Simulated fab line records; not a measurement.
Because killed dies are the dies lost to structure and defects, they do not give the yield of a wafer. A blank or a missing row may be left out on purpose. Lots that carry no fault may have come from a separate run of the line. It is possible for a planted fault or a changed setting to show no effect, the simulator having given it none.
Matching of chambers / flow gf180mcu / GF_SAB_ETCH_11 on rie diel-03: 4 sister chambers
The step etches SiO2 in C4F8/O2/Ar, target depth 55 nm, time 8.5 s. 8 wafers are shown with their chamber, then 9 later ones without.

== WAFERS, EACH WITH ITS CHAMBER ==
wafer=L082.5; chamber=2; oes product au (a.u.)=1.006; bias w (W)=1195
wafer=L086.6; chamber=0; oes product au (a.u.)=0.999; bias w (W)=1196
wafer=L087.1; chamber=1; oes product au (a.u.)=0.988; bias w (W)=1200
wafer=L087.3; chamber=3; oes product au (a.u.)=0.995; bias w (W)=1197
wafer=L087.6; chamber=2; oes product au (a.u.)=1.008; bias w (W)=1201
wafer=L088.1; chamber=0; oes product au (a.u.)=0.998; bias w (W)=1196
wafer=L088.2; chamber=3; oes product au (a.u.)=0.992; bias w (W)=1210
wafer=L088.4; chamber=1; oes product au (a.u.)=0.993; bias w (W)=1198

== WAFERS WITHOUT THEIR CHAMBER ==
wafer=L094.1; oes product au (a.u.)=0.999; bias w (W)=1204
wafer=L094.4; oes product au (a.u.)=0.995; bias w (W)=1193
wafer=L094.5; oes product au (a.u.)=0.998; bias w (W)=1201
wafer=L096.2; oes product au (a.u.)=1.006; bias w (W)=1194
wafer=L096.4; oes product au (a.u.)=1.003; bias w (W)=1202
wafer=L096.6; oes product au (a.u.)=1.000; bias w (W)=1197
wafer=L097.1; oes product au (a.u.)=0.987; bias w (W)=1198
wafer=L097.5; oes product au (a.u.)=0.998; bias w (W)=1197
wafer=L097.6; oes product au (a.u.)=1.004; bias w (W)=1192

== WHICH CHAMBER EACH ONE RAN IN ==
wafer=L094.1; from the rows above=can't be placed: 0 or 3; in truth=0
wafer=L094.4; from the rows above=can't be placed: 0 or 3 or 1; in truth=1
wafer=L094.5; from the rows above=can't be placed: 0 or 3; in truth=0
wafer=L096.2; from the rows above=2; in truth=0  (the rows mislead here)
wafer=L096.4; from the rows above=can't be placed: 2 or 0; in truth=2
wafer=L096.6; from the rows above=0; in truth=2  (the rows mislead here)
wafer=L097.1; from the rows above=can't be placed: 1 or 3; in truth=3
wafer=L097.5; from the rows above=0; in truth=0
wafer=L097.6; from the rows above=can't be placed: 2 or 0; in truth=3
Placed correctly: 1 of 9. From these rows, 6 cannot be placed; in 5 the true chamber is one of the candidates. Number placed wrongly: 2.
How it was worked out, from the rows above alone: a wafer's distance from a chamber is the root of the sum, over the readings, of the square of ((its reading less the chamber's mean) divided by the reading's scatter). If the next closest chamber is less than 2 further off than the closest, the wafer can't be placed; otherwise it belongs to the closest. Each chamber's mean is taken over the wafers shown for it. The scatter is the square root of a quotient: the sum, over the shown wafers, of each reading's squared deviation from its chamber's mean, divided by wafers minus chambers.
